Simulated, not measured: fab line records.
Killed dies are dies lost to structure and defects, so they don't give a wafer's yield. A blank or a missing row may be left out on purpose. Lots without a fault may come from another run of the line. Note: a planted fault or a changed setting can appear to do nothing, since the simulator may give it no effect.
Struck lot and sound lot, side by side    flow gf180mcu    44 out of 602 route steps
Sound: wafers L662.4, L662.5, L662.6. Wafers struck: L660.1, L660.3, L660.6. At the end, the cause is stated.
Per side, at each step with rows, come the tool, then ch with its chambers, and then its first start. Under that, the readings that differ: sound wafers    struck wafers    difference of the means    sigmas: that difference in standard deviations of wafers without a fault.
alike: same words and numbers on both sides, and readings whose means sit less than 2 such deviations apart. not compared: any withheld reading, any reading some wafer has no value for, any bound like >300 that may hide the same value, and any number with overlapping values for which the record gives no deviation.
A row with sigmas, a row that says differs or no value, or rows on one side alone: a step with any of these is where the two part. When numbers do not overlap yet have no deviation, they are printed without sigmas and do not part them. A reading that every wafer of one side lacks parts them only if that side has two wafers or more.

first, 1 step without rows for these wafers: GF_LVPWELL_IMPLANT_09.
GF_LVPWELL_STRIP_10: strips in O2/N2.
  sound on plasma-asher-02 ch 0,1, day 5 05:01; struck on plasma-asher-03 ch 0,1, day 4 15:02
  alike: drypump-motor-current-A, heater-power-w, o2-flow-sccm, oes-product-au, strip-time-to-endpoint-s
  not compared: rf-hours-counter-h
GF_LVPWELL_TW_MEAS_11:
  sound: film-metro-02 at day 5 05:07; struck: film-metro-02 at day 4 15:08
  alike: LVPWELL_TW
then, 7 steps without rows for these wafers: GF_MVSD_DEHYDRATE_00 (time 60 s); GF_MVSD_HMDS_01 (prime time 60 s); GF_MVSD_COAT_02 (resist thk 3000 nm); GF_MVSD_SOFTBAKE_03; GF_MVSD_EXPOSE_04 (exposes mask MVSD, target cd 1000 nm); GF_MVSD_PEB_05; GF_MVSD_DEVELOP_06 (develop time 60 s).
GF_MVSD_OVL_MEAS_07:
  sound: overlay-02 at day 5 18:31; struck: overlay-02 at day 5 04:40
reading        sound        struck          difference  sigmas
MVSD_OVL (nm)  1.2 1.5 2.0  -1.7 -2.6 -1.6  -3.5        -2
next, for these wafers, 1 step has no rows: GF_MVSD_IMPLANT_08.
GF_MVSD_IMPLANT_09:
  sound on implanter-04 ch 0, day 5 18:45; struck on implanter-01 ch 0, day 5 05:10
GF_MVSD_STRIP_10: strips in O2/N2.
  sound on plasma-asher-03 ch 0,1, day 5 18:52; struck on plasma-asher-04 ch 0,1, day 5 05:19
  alike: drypump-motor-current-A, heater-power-w, o2-flow-sccm, oes-product-au, strip-time-to-endpoint-s
  not compared: rf-hours-counter-h
GF_MVSD_TW_MEAS_11:
  sound: film-metro-03 at day 5 18:58; struck: film-metro-01 at day 5 05:38
reading  sound           struck          difference  sigmas
MVSD_TW  1590 1595 1590  1654 1651 1659  +63         +7
then, 7 steps without rows for these wafers: GF_MVPSD_DEHYDRATE_00 (time 60 s); GF_MVPSD_HMDS_01 (prime time 60 s); GF_MVPSD_COAT_02 (resist thk 3000 nm); GF_MVPSD_SOFTBAKE_03; GF_MVPSD_EXPOSE_04 (exposes mask MVPSD, target cd 1000 nm); GF_MVPSD_PEB_05; GF_MVPSD_DEVELOP_06 (develop time 60 s).
GF_MVPSD_OVL_MEAS_07:
  sound: overlay-01 at day 6 09:50; struck: overlay-01 at day 5 19:13
  alike: MVPSD_OVL
then, 2 steps without rows for these wafers: GF_MVPSD_IMPLANT_08; GF_MVPSD_IMPLANT_09.
GF_MVPSD_STRIP_10: strips in O2/N2.
  sound on plasma-asher-04 ch 0,1, day 6 10:11; struck on plasma-asher-04 ch 0,1, day 5 19:32
reading                       sound              struck             difference  sigmas
strip-time-to-endpoint-s (s)  37.13 37.20 37.09  36.90 36.87 36.90  -0.25       -2
  alike: drypump-motor-current-A, heater-power-w, o2-flow-sccm, oes-product-au
  not compared: rf-hours-counter-h
GF_MVPSD_TW_MEAS_11:
  sound: film-metro-02 at day 6 10:16; struck: film-metro-03 at day 5 19:38
  alike: MVPSD_TW
then, 7 steps without rows for these wafers: GF_VT_IMPLANT_DEHYDRATE_00 (time 60 s); GF_VT_IMPLANT_HMDS_01 (prime time 60 s); GF_VT_IMPLANT_COAT_02 (resist thk 1000 nm); GF_VT_IMPLANT_SOFTBAKE_03 (time 60 s); GF_VT_IMPLANT_EXPOSE_04 (exposes mask LVPWELL LV AREA, target cd 600 nm); GF_VT_IMPLANT_PEB_05; GF_VT_IMPLANT_DEVELOP_06 (develop time 60 s).
GF_VT_IMPLANT_OVL_MEAS_07:
  sound: overlay-01 at day 7 00:58; struck: overlay-01 at day 6 10:13
  alike: VT_IMPLANT_OVL
next, for these wafers, 1 step has no rows: GF_VT_IMPLANT_IMPLANT_08.
GF_VT_IMPLANT_STRIP_09: strips in O2/N2.
  sound on plasma-asher-03 ch 0,1, day 7 01:10; struck on plasma-asher-03 ch 0,1, day 6 10:23
  alike: drypump-motor-current-A, heater-power-w, o2-flow-sccm, oes-product-au, strip-time-to-endpoint-s
  not compared: rf-hours-counter-h
GF_VT_IMPLANT_TW_MEAS_10:
  sound: film-metro-04 at day 7 01:16; struck: film-metro-04 at day 6 10:29
  alike: VT_IMPLANT_TW
then, 4 steps without rows for these wafers: GF_VT_IMPLANT_DEHYDRATE_11 (time 60 s); GF_VT_IMPLANT_HMDS_12 (prime time 60 s); GF_VT_IMPLANT_COAT_13 (resist thk 1000 nm); GF_VT_IMPLANT_SOFTBAKE_14 (time 60 s).
GF_VT_IMPLANT_RS_MEAS_46: uses a four-point probe to measure.
  sound: film-metro-01 at day 9 01:49; struck: film-metro-01 at day 8 09:40
reading           sound              struck             difference  sigmas
MVSD_RS (ohm/sq)  446.5 446.5 447.2  393.5 394.8 393.2  -52.9       -48
next, for these wafers, 1 step has no rows: GF_PASSIVATION_PROBE_99.

== WHERE THEY PART ==
First at GF_MVSD_OVL_MEAS_07; last, within this record, at GF_VT_IMPLANT_RS_MEAS_46.

WHY: the cause the simulator had injected
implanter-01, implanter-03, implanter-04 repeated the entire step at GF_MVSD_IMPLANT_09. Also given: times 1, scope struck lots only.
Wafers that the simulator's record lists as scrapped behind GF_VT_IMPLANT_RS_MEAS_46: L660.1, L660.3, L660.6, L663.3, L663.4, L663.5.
